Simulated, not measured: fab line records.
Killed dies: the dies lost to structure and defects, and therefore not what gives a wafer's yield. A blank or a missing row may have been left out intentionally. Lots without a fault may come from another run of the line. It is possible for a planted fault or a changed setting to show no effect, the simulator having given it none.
Which tool was responsible?	flow gf180mcu	12 lots with 36 wafers sampled at 2 steps, on a route of 602 steps

WHAT THE GAUGES SHOWED, per wafer
GF_V3_OVL_MEAS_15. Usual: for V3_OVL the level is -4 nm and the standard deviation is 4.9.
lot	measured	on	V3_OVL (nm)	flag
L885	day 22 09:20	overlay-01	-1 -5 -1	
L886	day 22 17:38	overlay-01	-4 -4 -3	
L887	day 23 05:13	overlay-01	-1 -7 0	
L888	day 23 15:01	overlay-01	-2 -4 -10	
L889	day 23 23:17	overlay-02	-7 -6 1	
L897	day 26 17:56	overlay-01	-6 -9 -7	
L899	day 27 08:29	overlay-02	-6 -8 -7	
L901	day 27 19:22	overlay-01	13 2 7	
L902	day 28 04:37	overlay-02	3 3 -5	
L905	day 29 00:31	overlay-01	-2 -1 5	
L906	day 29 06:22	overlay-01	-4 -5 -7	
L907	day 29 12:41	overlay-01	-4 -5 -4	

TOOL THAT RAN EACH LOT (tool first, then ch and the chambers of the sampled wafers, then the start)
lot	GF_M3_SPUTTER_03
L885	pvd_sputter-04, day 20 08:14
L886	pvd_sputter-04, day 20 15:47
L887	pvd_sputter-04, day 21 05:03
L888	pvd_sputter-04, day 21 14:07
L889	pvd_sputter-02, day 21 22:39
L897	pvd_sputter-02, day 24 21:46
L899	pvd_sputter-04, day 25 13:26
L901	pvd_sputter-01, day 26 01:35
L902	pvd_sputter-02, day 26 10:47
L905	pvd_sputter-04, day 27 07:54
L906	pvd_sputter-01, day 27 13:50
L907	pvd_sputter-02, day 27 20:42
- GF_M3_SPUTTER_03: material Ti, target thk 10 nm, time 6.876 s.

WHAT THE TOOLS THEMSELVES READ (means of the sampled wafers that have a number; where no wafer has one, the mark that the record gives instead)
GF_M3_SPUTTER_03. Usual: throttle_valve_pct reads 29.9 % (standard deviation 1.1).
lot	tool	throttle_valve_pct (%)	flag
L885	pvd_sputter-04	30.2	
L886	pvd_sputter-04	30.6	
L887	pvd_sputter-04	30.2	
L888	pvd_sputter-04	30.7	
L889	pvd_sputter-02	29.5	
L897	pvd_sputter-02	28.8	
L899	pvd_sputter-04	29.7	
L901	pvd_sputter-01	29.9	
L902	pvd_sputter-02	29.6	
L905	pvd_sputter-04	30.0	
L906	pvd_sputter-01	29.9	
L907	pvd_sputter-02	29.9	

THE ANSWER, worked out from the rows above alone
Rule: a lot is off if the mean of its wafers that have a number lies more than 3 standard deviations from the usual mean. A lot without any number at a reading at which 4 lots or more have one is off too. Any other lot the step has rows for is counted as sound. Order of review: gauges by route order, followed by the tools' own readings, for which a lot's mean as printed above is used. At the first step where some lot is off, the reading lying furthest off is the one used; lots without a number count as furthest.
Across all readings shown, no lot is off: no conclusion can be drawn from this.

WHAT THE SIMULATOR HAD PUT IN
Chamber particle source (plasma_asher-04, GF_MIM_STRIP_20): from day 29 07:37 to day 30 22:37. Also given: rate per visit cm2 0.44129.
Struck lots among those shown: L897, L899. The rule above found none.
